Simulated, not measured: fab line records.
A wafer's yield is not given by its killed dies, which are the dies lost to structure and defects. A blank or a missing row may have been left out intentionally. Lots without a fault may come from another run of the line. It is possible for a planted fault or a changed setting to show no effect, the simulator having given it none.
fab line records	flow sky130
[record] lots = 6	wafers = 18	last_day = 50
route steps=708 shown LI_CONTACT@371 LOCAL_INTERCONNECT@387 PAD_OPEN@708
lots that met no fault: from a run of the same line without faults
start_h: start of the lot's first displayed wafer, in hours after the record's first day	wait_h: hours since the lot's step before	" the same as in the row above	L1.1+2: a single row standing in for several wafers	- no value, or no start given	* or withheld: withheld	< > ~ a bound
route shown NAME@n: a module of which the file shows steps, and the number in the route of the first	usual: mean/standard deviation of fault-free wafers	same: alike in all rows	chamber/n: place in a boat	sites: each site's reading	_std_site: the standard deviation of these	_edge_site: inner sites' mean taken away from outer sites' mean	radius_mm: how far each site lies from the wafer's centre	mask NAME#n: copy n	behind: the most recent tool/chamber to have shaped the wafer	hold: the reason the lot was held/the length of the hold in hours/how it ended	device: the transistor (n, p or np) that didn't switch	end of line: the same wafers' tests at the end of the route	a step without rows: its recipe alone	killed: at the first sort, the dies lost to defects and structure; wafer yield is something else	map: shows each die of a wafer: x if killed, . if not, _ if none is there
set.NAME: the run value of the setting; set.NAME@STEP: its run value at that earlier step	model.NAME: the simulator's own value behind a step, which no gauge read
lots seen at some steps along the route; tables by step, rows by wafer
services: from which hour (start_h, from the record's first day; less than 0 if before it) a tool's chamber was out of use, for how many hours, and why
[[steps]]
[step SKY_LI_CONTACT_EXPOSE_09]
[recipe] mask_id = LICM1	na = 0.8	source_shape = annular	sigma_inner = 0.55	sigma_outer = 0.85	target_cd_nm = 170	dose_mj = 38
[step SKY_LI_CONTACT_PEB_10]
[recipe] peb_temp_c = withheld	peb_time_s = withheld	resist = KrF-thick
[step SKY_LI_CONTACT_DEVELOP_11]
[recipe] develop_time_s = 60	resist = KrF-thick	dev_temp_c = 21
[step SKY_LI_CONTACT_CD_MEAS_12]
[recipe] target_cd_nm = 170
[usual] cd_nm = 170.0/1.5
lot.wafer	tool	chamber	start_h	wait_h	cd_nm
L417.1	cd_sem-02	-	690.22	-	170.4
L417.2	"	-	"	"	171.3
L417.6	"	-	"	"	171.1
L430.1	cd_sem-01	-	789.32	-	172.7
L430.2	"	-	"	"	170.5
L430.4	"	-	"	"	172.3
L431.1	cd_sem-01	-	798.22	-	171.0
L431.2	"	-	"	"	171.0
L431.3	"	-	"	"	171.5
L435.1	cd_sem-01	-	826.28	-	172.0
L435.4	"	-	"	"	172.0
L435.6	"	-	"	"	171.7
L438.1	cd_sem-02	-	846.09	-	173.1
L438.2	"	-	"	"	174.2
L438.6	"	-	"	"	172.9
L439.1	cd_sem-02	-	862.08	-	170.2
L439.5	"	-	"	"	169.7
L439.6	"	-	"	"	168.6
[step SKY_LI_CONTACT_OVL_MEAS_13]
[usual] LI_CONTACT_OVL = -1/5.8
lot.wafer	tool	chamber	start_h	wait_h	LI_CONTACT_OVL[nm]
L417.1	overlay-02	-	690.34	0.1	-2
L417.2	"	-	"	"	-4
L417.6	"	-	"	"	0
L430.1	overlay-01	-	789.44	0.1	-3
L430.2	"	-	"	"	-2
L430.4	"	-	"	"	2
L431.1	overlay-02	-	798.34	0.1	4
L431.2	"	-	"	"	-8
L431.3	"	-	"	"	-1
L435.1	overlay-02	-	826.40	0.1	-4
L435.4	"	-	"	"	-2
L435.6	"	-	"	"	-8
L438.1	overlay-01	-	846.21	0.1	4
L438.2	"	-	"	"	-1
L438.6	"	-	"	"	-5
L439.1	overlay-02	-	862.20	0.1	-6
L439.5	"	-	"	"	0
L439.6	"	-	"	"	4
[step SKY_LI_CONTACT_ETCH_14]
[recipe] chemistry = N2/H2	target = BARC	ion_energy_ev = 200	source_w = 500	bias_w = 100	pressure_mtorr = 30	n2_flow_sccm = 100	h2_flow_sccm = 200	stop_on = SiO2	time_s = 45.9	target_depth_a = 600
[step SKY_LI_CONTACT_ETCH_15]
[recipe] target = PSG	chemistry = C4F8/O2/Ar	stop_on = Si	taper_deg = 4.15	mask_material = KrF-thick	source_w = 1500	bias_w = 1200	pressure_mtorr = 40	c4f8_flow_sccm = withheld	O2_flow_sccm = 6	Ar_flow_sccm = 300	time_s = withheld	target_depth_a = 6000
[usual] oes_product_au = 0.825/0.0047
lot.wafer	tool	chamber	start_h	wait_h	oes_product_au
L417.1	rie_diel-01	2	690.42	0.0	0.833
L417.2	"	3	"	"	0.823
L417.6	"	2	"	"	0.830
L430.1	rie_diel-02	3	789.52	0.0	0.830
L430.2	"	1	"	"	0.825
L430.4	"	1	"	"	0.823
L431.1	rie_diel-04	3	798.42	0.0	0.829
L431.2	"	2	"	"	0.821
L431.3	"	1	"	"	0.821
L435.1	rie_diel-04	3	826.48	0.0	0.825
L435.4	"	2	"	"	0.825
L435.6	"	0	"	"	0.824
L438.1	rie_diel-02	1	846.28	0.0	0.827
L438.2	"	3	"	"	0.824
L438.6	"	2	"	"	0.822
L439.1	rie_diel-01	2	862.28	0.0	0.831
L439.5	"	2	"	"	0.817
L439.6	"	3	"	"	0.821
[step SKY_LI_CONTACT_STRIP_16]
[recipe] chemistry = O2/N2	power_w = 1400	pressure_mtorr = 1500	platen_temp_c = withheld	o2_flow_sccm = 3000	n2_flow_sccm = 300	overash_fraction = 0.5
[usual] drypump_motor_current_A = 5.8/0.65	oes_product_au = 0.376/0.0046	strip_time_to_endpoint_s = 3.50/0.047
lot.wafer	tool	chamber	start_h	wait_h	drypump_motor_current_A	oes_product_au	rf_hours_counter_h	strip_time_to_endpoint_s
L417.1	plasma_asher-02	1	690.51	-	5.5	0.387	96	3.58
L417.2	"	0	"	"	6.4	0.375	96	3.49
L417.6	"	0	"	"	6.4	0.375	-	3.58
L430.1	plasma_asher-04	0	789.61	-	5.0	0.373	35	3.53
L430.2	"	1	"	"	5.4	0.374	35	3.47
L430.4	"	1	"	"	5.5	0.376	-	3.45
L431.1	plasma_asher-02	0	798.51	-	6.4	0.377	5	3.54
L431.2	"	1	"	"	5.5	0.371	5	3.44
L431.3	"	1	"	"	5.5	0.376	-	3.50
L435.1	plasma_asher-03	1	826.56	-	4.9	0.372	103	3.50
L435.4	"	0	"	"	6.5	0.384	-	3.41
L435.6	"	0	"	"	6.5	0.371	-	3.46
L438.1	plasma_asher-03	1	846.37	-	4.9	0.369	105	3.47
L438.2	"	0	"	"	6.5	0.371	105	3.47
L438.6	"	1	"	"	4.9	0.378	-	3.55
L439.1	plasma_asher-02	0	862.36	-	6.5	0.381	12	3.55
L439.5	"	1	"	"	5.5	0.380	-	3.58
L439.6	"	0	"	"	6.5	0.376	-	3.46
[step SKY_LI_CONTACT_CLEAN_17]
[recipe] chemistry = NMP	time_s = 600	temp_c = 60	dry = n2_spin
[step SKY_LI_CONTACT_PRE_CLEAN_18]
[recipe] gas = Ar	time_s = 5.6	bias_v = 358
[step SKY_LI_CONTACT_SPUTTER_19]
[recipe] material = Ti	target_thk_nm = 20	chamber_pressure_pa = 4.826	power_w = 2500	substrate_temp_c = 200	time_s = 106.37
[usual] substrate_temp_c = 200.02/0.16	throttle_valve_pct = 29.9/0.93
lot.wafer	tool	chamber	start_h	wait_h	substrate_temp_c	throttle_valve_pct
L417.1	pvd_sputter-02	-	690.80	0.0	199.80	29.1
L417.2	"	-	"	"	200.27	27.4
L417.6	"	-	"	"	200.13	29.2
L430.1	pvd_sputter-01	-	789.90	0.0	199.81	29.6
L430.2	"	-	"	"	199.70	29.3
L430.4	"	-	"	"	200.04	30.9
L431.1	pvd_sputter-01	-	798.80	0.0	200.20	30.8
L431.2	"	-	"	"	200.07	31.2
L431.3	"	-	"	"	200.08	29.3
L435.1	pvd_sputter-02	-	826.87	0.0	200.01	30.1
L435.4	"	-	"	"	200.18	27.6
L435.6	"	-	"	"	199.90	27.4
L438.1	pvd_sputter-02	-	846.66	0.0	200.19	30.4
L438.2	"	-	"	"	200.10	30.0
L438.6	"	-	"	"	200.12	30.0
L439.1	pvd_sputter-02	-	862.67	0.0	200.01	27.9
L439.5	"	-	"	"	200.11	29.8
L439.6	"	-	"	"	199.95	27.5
[step SKY_LI_CONTACT_SPUTTER_20]
[recipe] material = TiN	target_thk_nm = 20	chamber_pressure_pa = 5	power_w = 4000	time_s = 80
[usual] throttle_valve_pct = 29.9/0.92
lot.wafer	tool	chamber	start_h	wait_h	throttle_valve_pct
L417.1	pvd_sputter-02	-	690.88	0.0	29.1
L417.2	"	-	"	"	27.7
L417.6	"	-	"	"	29.3
L430.1	pvd_sputter-01	-	789.98	0.0	29.4
L430.2	"	-	"	"	29.1
L430.4	"	-	"	"	30.9
L431.1	pvd_sputter-01	-	798.88	0.0	30.8
L431.2	"	-	"	"	31.2
L431.3	"	-	"	"	28.9
L435.1	pvd_sputter-02	-	826.95	0.0	30.5
L435.4	"	-	"	"	27.8
L435.6	"	-	"	"	27.4
L438.1	pvd_sputter-02	-	846.74	0.0	30.5
L438.2	"	-	"	"	29.9
L438.6	"	-	"	"	30.3
L439.1	pvd_sputter-02	-	862.75	0.0	27.5
L439.5	"	-	"	"	30.1
L439.6	"	-	"	"	27.7
[step SKY_LI_CONTACT_CVD_21]
[recipe] material = W	target_thk_nm = 400	time_s = 120.56	temp_c = 400	pressure_torr = 40
[usual] heater_power_w = 824/50
lot.wafer	tool	chamber	start_h	wait_h	heater_power_w	model.W_of_LI_CONTACT_CVD_21.thk_nm
L417.1	cvd_w-01	1	690.94	0.0	895	388.3
L417.2	"	0	"	"	833	404.2
L417.6	"	1	"	"	868	388.3
L430.1	cvd_w-01	0	790.04	0.0	835	256.1
L430.2	"	1	"	"	867	388.6
L430.4	"	1	"	"	848	391.1
L431.1	cvd_w-01	1	798.94	0.0	884	246.6
L431.2	"	0	"	"	849	400
L431.3	"	1	"	"	867	390.6
L435.1	cvd_w-02	0	827.01	0.0	733	414.1
L435.4	"	1	"	"	769	401.7
L435.6	"	0	"	"	744	415
L438.1	cvd_w-02	1	846.80	0.0	776	397
L438.2	"	0	"	"	725	406.3
L438.6	"	1	"	"	779	399.7
L439.1	cvd_w-01	0	862.81	0.0	829	403.2
L439.5	"	0	"	"	835	399.9
L439.6	"	1	"	"	862	381.9
[step SKY_LI_CONTACT_RS_MEAS_22]
[recipe] thk_meas_gauge = four-point-probe	reads = W_of_LI_CONTACT_CVD_21+TiN_of_LI_CONTACT_SPUTTER_20+Ti_of_LI_CONTACT_SPUTTER_19
[usual] LI_CONTACT_W_RS = 0.286/0.0057
lot.wafer	tool	chamber	start_h	wait_h	LI_CONTACT_W_RS[ohm/sq]
L417.1	film_metro-03	-	691.07	0.1	0.294
L417.2	"	-	"	"	0.282
L417.6	"	-	"	"	0.294
L430.1	film_metro-04	-	790.16	0.1	0.445
L430.2	"	-	"	"	0.293
L430.4	"	-	"	"	0.291
L431.1	film_metro-04	-	799.07	0.1	0.462
L431.2	"	-	"	"	0.285
L431.3	"	-	"	"	0.292
L435.1	film_metro-02	-	827.13	0.1	0.275
L435.4	"	-	"	"	0.284
L435.6	"	-	"	"	0.275
L438.1	film_metro-04	-	846.93	0.1	0.287
L438.2	"	-	"	"	0.281
L438.6	"	-	"	"	0.285
L439.1	film_metro-02	-	862.94	0.1	0.283
L439.5	"	-	"	"	0.285
L439.6	"	-	"	"	0.298
[step SKY_LI_CONTACT_THK_MEAS_23]
[recipe] thk_meas_gauge = xrf	reads = W_of_LI_CONTACT_CVD_21
[usual] LI_CONTACT_W_THK = 400/9.4
lot.wafer	tool	chamber	start_h	wait_h	LI_CONTACT_W_THK[nm]
L417.1	film_metro-03	-	691.19	0.1	388
L417.2	"	-	"	"	402
L417.6	"	-	"	"	386
L430.1	film_metro-04	-	790.28	0.1	260
L430.2	"	-	"	"	396
L430.4	"	-	"	"	401
L431.1	film_metro-04	-	799.19	0.1	249
L431.2	"	-	"	"	407
L431.3	"	-	"	"	399
L435.1	film_metro-02	-	827.25	0.1	414
L435.4	"	-	"	"	403
L435.6	"	-	"	"	415
L438.1	film_metro-04	-	847.05	0.1	399
L438.2	"	-	"	"	413
L438.6	"	-	"	"	405
L439.1	film_metro-02	-	863.06	0.1	403
L439.5	"	-	"	"	396
L439.6	"	-	"	"	383
[step SKY_LI_CONTACT_CMP_24]
[recipe] stop_on = PSG	t_overpolish_s = 20	down_force_psi = 3.5	platen_rpm = 60	target_thk_nm = 0	pad_velocity_m_s = 0.94248
[usual] motor_current_A = 10.7/0.98	platen_rpm = 60.00/0.044	time_to_endpoint_s = 96/5.3
lot.wafer	tool	chamber	start_h	wait_h	motor_current_A	platen_rpm	time_to_endpoint_s
L417.2	cmp-01	0	691.30	0.1	10.0	60.05	104
L417.1	"	2	"	"	10.8	59.99	89
L417.6	"	3	"	"	11.5	59.99	97
L430.1	cmp-01	2	790.34	0.1	11.0	60.03	60
L430.4	"	3	"	"	12.1	59.98	92
L430.2	"	1	"	"	10.8	60.00	95
L431.3	cmp-01	2	799.30	0.1	11.1	60.02	93
L431.1	"	3	"	"	11.7	59.99	60
L431.2	"	0	"	"	10.2	60.04	102
L435.4	cmp-01	0	827.42	0.1	9.8	59.89	104
L435.1	"	1	"	"	11.0	59.98	101
L435.6	"	2	"	"	10.8	59.96	96
L438.2	cmp-01	0	847.11	0.0	10.2	59.98	106
L438.1	"	2	"	"	11.0	59.99	90
L438.6	"	1	"	"	11.7	59.97	97
L439.1	cmp-01	1	863.33	0.3	11.5	59.99	98
L439.6	"	3	"	"	11.9	60.01	91
L439.5	"	0	"	"	9.8	59.96	103
[step SKY_LOCAL_INTERCONNECT_SPUTTER_00]
[recipe] material = TiN	target_thk_nm = 100	temp_c = 300	power_w = 6500	time_s = 83.3	chamber_pressure_pa = 0.4
[usual] substrate_temp_c = 299.99/0.19	throttle_valve_pct = 30.2/0.91
lot.wafer	tool	chamber	start_h	wait_h	substrate_temp_c	throttle_valve_pct
L417.1	pvd_sputter-03	-	691.55	0.1	300.25	29.8
L417.2	"	-	"	"	299.83	29.6
L417.6	"	-	"	"	299.89	29.7
L430.1	pvd_sputter-04	-	790.64	0.2	300.00	30.2
L430.2	"	-	"	"	300.06	30.4
L430.4	"	-	"	"	299.73	28.9
L431.1	pvd_sputter-03	-	799.55	0.1	300.09	29.9
L431.2	"	-	"	"	299.84	29.5
L431.3	"	-	"	"	300.05	31.7
L435.1	pvd_sputter-04	-	827.64	0.1	300.01	29.0
L435.4	"	-	"	"	300.06	31.0
L435.6	"	-	"	"	300.26	31.1
L438.1	pvd_sputter-04	-	847.41	0.1	299.98	30.4
L438.2	"	-	"	"	299.79	31.2
L438.6	"	-	"	"	299.95	30.2
L439.1	pvd_sputter-04	-	863.53	0.1	300.11	30.5
L439.5	"	-	"	"	299.97	31.4
L439.6	"	-	"	"	300.29	30.5
[step SKY_PAD_OPEN_PROBE_99]
[usual] killed_at_M0_to_M3 = 42/7.2	killed_at_M4_up = 3.4/2.1	killed_at_contacts = 24/5.4	killed_at_front_end = 15/4	killed_at_other = 0.3/0.53	killed_dies = 85/8.8	killed_open = 47/6.7	killed_short = 38/6.5
[same] gross_dies = 492	killed_at_back_side = 0
lot.wafer	tool	chamber	start_h	wait_h	killed_at_M0_to_M3	killed_at_M4_up	killed_at_contacts	killed_at_front_end	killed_at_other	killed_dies	killed_open	killed_short
L430.1	prober-02	-	1161.16	0.1	40	2	27	15	0	84	50	31
L430.2	prober-02	-	1161.21	0.1	36	0	21	12	1	70	31	38
L430.4	prober-02	-	1161.31	0.2	36	7	23	17	0	83	42	39
L435.1	prober-02	-	1181.75	0.1	40	1	28	19	0	88	53	35
L435.4	prober-02	-	1181.90	0.2	33	3	21	11	0	68	46	21
L435.6	prober-02	-	1182.00	0.2	45	4	25	17	0	91	46	45
L438.1	prober-01	-	1196.84	0.1	38	5	18	16	1	78	39	38
L438.2	prober-01	-	1196.89	0.1	42	4	19	15	1	81	44	34
L438.6	prober-01	-	1197.09	0.2	49	2	24	15	0	90	43	47
// killed by level:class
L430.1 VIA1:geometric_particle:open=14 CONTACT:geometric_particle:open=11 LI_CONTACT:geometric_particle:open=8 METAL1:geometric_particle:short=6 VIA1:geometric_particle:short=5 SPACER:geometric_particle:short=4 FIELD_ISO:geometric_particle:open=3 POLY_GATE:geometric_particle:short=3
L430.2 CONTACT:geometric_particle:open=8 CONTACT:geometric_particle:short=6 METAL1:geometric_particle:short=5 VIA1:geometric_particle:open=5 VIA2:geometric_particle:open=5 VIA2:geometric_particle:short=4 LI_CONTACT:geometric_particle:open=4 VIA1:geometric_particle:short=4
L430.4 VIA1:geometric_particle:open=10 VIA3:geometric_particle:open=8 CONTACT:geometric_particle:open=6 METAL4:geometric_particle:short=6 FIELD_ISO:geometric_particle:short=5 CONTACT:geometric_particle:short=5 METAL1:geometric_particle:short=4 LI_CONTACT:geometric_particle:open=4
L435.1 VIA1:geometric_particle:open=12 CONTACT:geometric_particle:open=10 FIELD_ISO:geometric_particle:open=8 LI_CONTACT:geometric_particle:open=6 METAL2:geometric_particle:short=5 VIA1:geometric_particle:short=5 VIA2:geometric_particle:open=5 LI_CONTACT:geometric_particle:short=4
L435.4 VIA1:geometric_particle:open=14 POLY_GATE:geometric_particle:open=7 VIA3:geometric_particle:open=7 CONTACT:geometric_particle:short=6 LI_CONTACT:geometric_particle:open=5 CONTACT:geometric_particle:open=5 LOCAL_INTERCONNECT:geometric_particle:short=3 METAL2:geometric_particle:short=3
L435.6 LI_CONTACT:geometric_particle:open=9 VIA2:geometric_particle:open=9 VIA1:geometric_particle:open=8 VIA1:geometric_particle:short=7 FIELD_ISO:geometric_particle:short=5 LOCAL_INTERCONNECT:geometric_particle:short=4 CONTACT:geometric_particle:open=4 CONTACT:geometric_particle:short=4
L438.1 CONTACT:geometric_particle:short=6 CONTACT:geometric_particle:open=6 VIA1:geometric_particle:open=6 VIA2:geometric_particle:open=6 FIELD_ISO:geometric_particle:short=5 POLY_GATE:geometric_particle:open=5 METAL1:geometric_particle:short=5 VIA1:geometric_particle:short=5
L438.2 VIA1:geometric_particle:open=10 CONTACT:geometric_particle:open=8 VIA2:geometric_particle:open=6 VIA3:geometric_particle:open=6 VIA1:geometric_particle:short=5 METAL2:geometric_particle:short=5 LI_CONTACT:geometric_particle:open=4 METAL1:geometric_particle:short=4
L438.6 CONTACT:geometric_particle:open=11 VIA1:geometric_particle:open=9 METAL1:geometric_particle:short=7 VIA2:geometric_particle:open=7 VIA3:geometric_particle:short=6 METAL2:geometric_particle:short=6 VIA1:geometric_particle:short=5 LI_CONTACT:geometric_particle:open=4
[[services]]
tool	chamber	start_h	hours	kind
cvd_w-02	1	687.40	1.3	repair
pvd_sputter-04	-	688.62	3.6	repair
plasma_asher-02	-	696.02	2.2	repair
pvd_sputter-02	-	703.61	2.1	repair
cmp-01	-	713.13	1.0	repair
rie_diel-01	2	720.51	2.8	repair
rie_diel-01	3	724.20	6.1	repair
plasma_asher-02	-	733.75	9.0	pm
pvd_sputter-01	-	744.19	2.5	repair
cmp-01	-	750.53	4.0	pm
cmp-01	-	766.76	1.3	repair
cvd_w-02	0	769.66	9.6	repair
rie_diel-01	1	772.14	9.9	repair
cvd_w-02	0	784.36	14.0	repair
rie_diel-02	2	785.07	9.5	repair
rie_diel-02	1	786.28	3.0	repair
rie_diel-04	0	797.27	1.7	repair
cmp-01	-	799.56	3.5	pm
cmp-01	-	810.60	0.6	repair
cvd_w-02	-	813.73	2.8	pm
plasma_asher-02	-	839.02	1.6	repair
pvd_sputter-04	-	839.28	0.5	repair
pvd_sputter-01	-	847.65	0.8	repair
cvd_w-01	-	857.58	0.6	repair
[[key]]
[first_sign] step = SKY_LI_CONTACT_RS_MEAS_22	reading = LI_CONTACT_W_RS	direction = up	sigmas = 29	usual = 0.286	struck = 0.454
[effect] step = SKY_LI_CONTACT_THK_MEAS_23	reading = LI_CONTACT_W_THK	direction = down	sigmas = 16	usual = 400	struck = 254
[effect] step = SKY_LI_CONTACT_CMP_24	reading = time_to_endpoint_s	direction = down	sigmas = 6.8	usual = *	struck = *
[model_effect] step = SKY_LI_CONTACT_CVD_21	value = W_of_LI_CONTACT_CVD_21.thk_nm	without = 398.7	struck = 251.4
met_at SKY_LI_CONTACT_CVD_21
struck_wafers L430.1,L431.1
tester_left_out L430,L431
onset_between 690.94 790.04
[fault] kind = process_parameter_drift	tool = cvd_w-01	chamber = -	onset_h = 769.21	steps = SKY_LI_CONTACT_CVD_21	channel = target_thk_nm	offset = -147.94	shape = step	end_h = 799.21	scope = struck_wafers_only	acts_in = these_recipes_only	stated = 400
// tester_left_out: of these lots the tester's yield and bins aren't shown, on N5 and GAA mostly nor the transistor test; their killed dies are dies lost to structure and defects alone, not to doping, threshold or leakage, so they don't give the yield
